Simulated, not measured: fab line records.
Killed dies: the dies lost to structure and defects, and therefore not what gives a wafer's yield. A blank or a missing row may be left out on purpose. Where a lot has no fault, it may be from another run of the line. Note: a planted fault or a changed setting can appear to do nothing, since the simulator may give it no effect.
Matching of chambers / flow gf180mcu / GF_PASSIVATION_CVD_00 on pecvd-02 has 3 sister chambers
The step deposits SiO2 from TEOS, target thk 1000 nm, time 111.95 s. 14 wafers are shown with their chamber, then 7 later ones without.

== WAFERS, EACH WITH ITS CHAMBER ==
wafer=L980.1; chamber=1; heater power w (W)=548
wafer=L980.3; chamber=0; heater power w (W)=830
wafer=L980.4; chamber=0; heater power w (W)=856
wafer=L987.3; chamber=1; heater power w (W)=611
wafer=L987.4; chamber=1; heater power w (W)=667
wafer=L987.6; chamber=2; heater power w (W)=499
wafer=L990.2; chamber=1; heater power w (W)=666
wafer=L990.4; chamber=2; heater power w (W)=590
wafer=L990.6; chamber=0; heater power w (W)=783
wafer=L993.1; chamber=0; heater power w (W)=864
wafer=L993.3; chamber=2; heater power w (W)=536
wafer=L993.4; chamber=1; heater power w (W)=612
wafer=L997.1; chamber=2; heater power w (W)=542
wafer=L997.3; chamber=1; heater power w (W)=592

SIGNATURES (averages over the wafers above)
reading=heater power w; chamber 0=833.25; chamber 1=616.00; chamber 2=541.75; scatter within a chamber=41
Rule: a wafer's distance from a chamber is the root of the sum, over the readings, of the square of ((its reading less the chamber's mean) divided by the reading's scatter). The wafer belongs to the nearest chamber; if the next one is less than 2 further off, it can't be placed. The scatter is the square root of a quotient: the sum, over the shown wafers, of each reading's squared deviation from its chamber's mean, divided by wafers minus chambers.

== WAFERS WITH NO CHAMBER GIVEN ==
wafer=L997.6; heater power w (W)=641
wafer=L998.2; heater power w (W)=623
wafer=L998.3; heater power w (W)=735
wafer=L998.4; heater power w (W)=500
wafer=L999.3; heater power w (W)=583
wafer=L999.4; heater power w (W)=794
wafer=L999.5; heater power w (W)=616

== WHICH CHAMBER EACH WENT THROUGH ==
wafer=L997.6; from the rows above=can't be placed: 1 or 2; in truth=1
wafer=L998.2; from the rows above=can't be placed: 1 or 2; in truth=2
wafer=L998.3; from the rows above=can't be placed: 0 or 1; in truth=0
wafer=L998.4; from the rows above=can't be placed: 2 or 1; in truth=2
wafer=L999.3; from the rows above=can't be placed: 1 or 2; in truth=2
wafer=L999.4; from the rows above=0; in truth=0
wafer=L999.5; from the rows above=can't be placed: 1 or 2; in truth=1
Placed correctly: 1 of 7. These rows do not allow placing 6 (true chamber among the candidates in 6). Number placed wrongly: 0.
